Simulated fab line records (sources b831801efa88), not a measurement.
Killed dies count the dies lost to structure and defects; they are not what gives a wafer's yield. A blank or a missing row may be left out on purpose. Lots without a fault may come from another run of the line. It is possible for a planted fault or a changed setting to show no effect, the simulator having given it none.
Code-filled problem report in 8D (eight disciplines) form | flow gf180mcu | the parts of the form that need people (team, actions taken, sign-off) are left out

== 1. THE ISSUE ==
A mean of 1709 W is read at GF_SAB_ETCH_11 for rf fwd power W, taken on 1 wafer of 1 lot, against 1470 W (standard deviation 7.9) on wafers free of any fault. That is +30 standard deviations from the usual mean.
The step: etches SiO2 in C4F8/O2/Ar, target depth 55 nm, time 8.5 s.
Seen first at day 22 08:41 on rie diel-01, wafer L515.4. The record holds 39 wafers of 13 lots with a number at this step. By rule, "out" or "out of limits" means more than 4 standard deviations away from the usual mean. Any other wafer with a number is counted as sound.

== 2. WHAT IT IS, WHAT IT ISN'T ==
question                    | is                | is not
which readings at this step | rf fwd power W    | -
which lots                  | L515              | L495, L496, L497, L498, L499, L500, L504, L507, L508, L509, L511, L516
which wafers of those lots  | L515.4            | L515.1, L515.2
read on which tools         | rie diel-01       | rie diel-03, rie diel-04
when                        | from day 22 08:41 | up to then (35 sound wafers); but 3 sound wafers of L516 came after

== 3. THE SUSPECTS, EACH WITH WHAT RULES IT OUT ==
Counting: any tool at a process step up to the reading remains a suspect provided it ran every lot that is out. Sound lots after the first of them don't rule it out here, since some wafers of a struck lot are sound.
- rie diel-01 at GF_SAB_ETCH_11 (etches SiO2 in C4F8/O2/Ar, target depth 55 nm, time 8.5 s): kept. The lot that is out, L515, ran on it at day 22 08:41; the last sound lot it ran before that was L504, at day 18 13:05. On those wafers its own readings are out: rf fwd power W.
- rie diel-01, GF_SAB_ETCH_11: wafers that are out in chamber 3, sound lot-mates in chambers 0, 1.
The count leaves rie diel-01 at GF_SAB_ETCH_11.

== 4. THE CAUSE (what the simulator had put in) ==
rie diel-01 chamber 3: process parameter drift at GF_SAB_ETCH_11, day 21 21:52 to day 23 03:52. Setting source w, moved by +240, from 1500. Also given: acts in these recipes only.
After counting, this tool was the only one left.

== 5. THE EFFECT CHAIN, in route order ==
Rows list readings where the struck wafers' mean (over those with a number) sits beyond 3 standard deviations from the usual. Scope: only readings with a usual standard deviation given in the record; hours: median across lots of the time from each lot's start at the first step in this table that gives one to its start at this step; sigmas: change in usual standard deviations.
hours | step           | reading        | usual  | on struck wafers | change | sigmas
0     | GF_SAB_ETCH_11 | rf fwd power W | 1470 W | 1709             | +239   | +30
Its process steps:
- GF_SAB_ETCH_11: etches SiO2 in C4F8/O2/Ar, target depth 55 nm, time 8.5 s.
Later steps that measure or inspect, where all struck wafers having a row at the step show a number for every such reading and not one has moved that far: GF_V1_OVL_MEAS_15.

== 6. HOW IT WOULD HAVE BEEN CAUGHT EARLIER ==
11 hours passed between the start of the fault at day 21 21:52 and the first reading out of limits in this record, taken at day 22 08:41.
